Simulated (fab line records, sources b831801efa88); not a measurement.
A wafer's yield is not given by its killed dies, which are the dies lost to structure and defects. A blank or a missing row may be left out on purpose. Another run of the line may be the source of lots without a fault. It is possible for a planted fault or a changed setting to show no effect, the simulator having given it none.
Chamber matching ; flow gf180mcu ; GF_V4_CMP_04 on cmp-02 has 4 sister chambers
The step polishes SiO2. 7 wafers are shown with their chamber, then 7 later ones without.

WAFERS WITH THEIR CHAMBER
wafer;chamber;motor current A (A);time to endpoint s (s)
L942.5;1;12.1;88
L952.1;3;11.2;86
L952.3;0;10.7;77
L953.1;1;11.7;76
L953.6;2;11.4;81
L954.2;2;11.6;73
L954.3;0;11.0;79

WAFERS WITH NO CHAMBER GIVEN
wafer;motor current A (A);time to endpoint s (s)
L954.5;10.4;75
L962.3;11.0;70
L962.4;10.9;81
L962.5;10.9;81
L963.1;10.8;72
L963.3;11.6;76
L963.6;10.9;91

THE CHAMBER EACH PASSED THROUGH
wafer;from the rows above;in truth
L954.5;can't be placed: 0 or 3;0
L962.3;can't be placed: 0 or 2 or 3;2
L962.4;can't be placed: 0 or 3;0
L962.5;can't be placed: 0 or 3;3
L963.1;can't be placed: 0 or 3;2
L963.3;can't be placed: 2 or 1 or 3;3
L963.6;can't be placed: 3 or 0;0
Correctly placed: 0 of 7. Unplaceable from these rows: 7, with the true chamber sitting among the candidates in 6. Placed wrongly: 0.
How it was worked out, from the rows above alone: a wafer's distance from a chamber is the root of the sum, over the readings, of the square of ((its reading less the chamber's mean) divided by the reading's scatter). If the next closest chamber is less than 2 further off than the closest, the wafer can't be placed; otherwise it belongs to the closest. The mean given for a chamber averages the wafers shown for that chamber. The scatter is the square root of a quotient: the sum, over the shown wafers, of each reading's squared deviation from its chamber's mean, divided by wafers minus chambers.
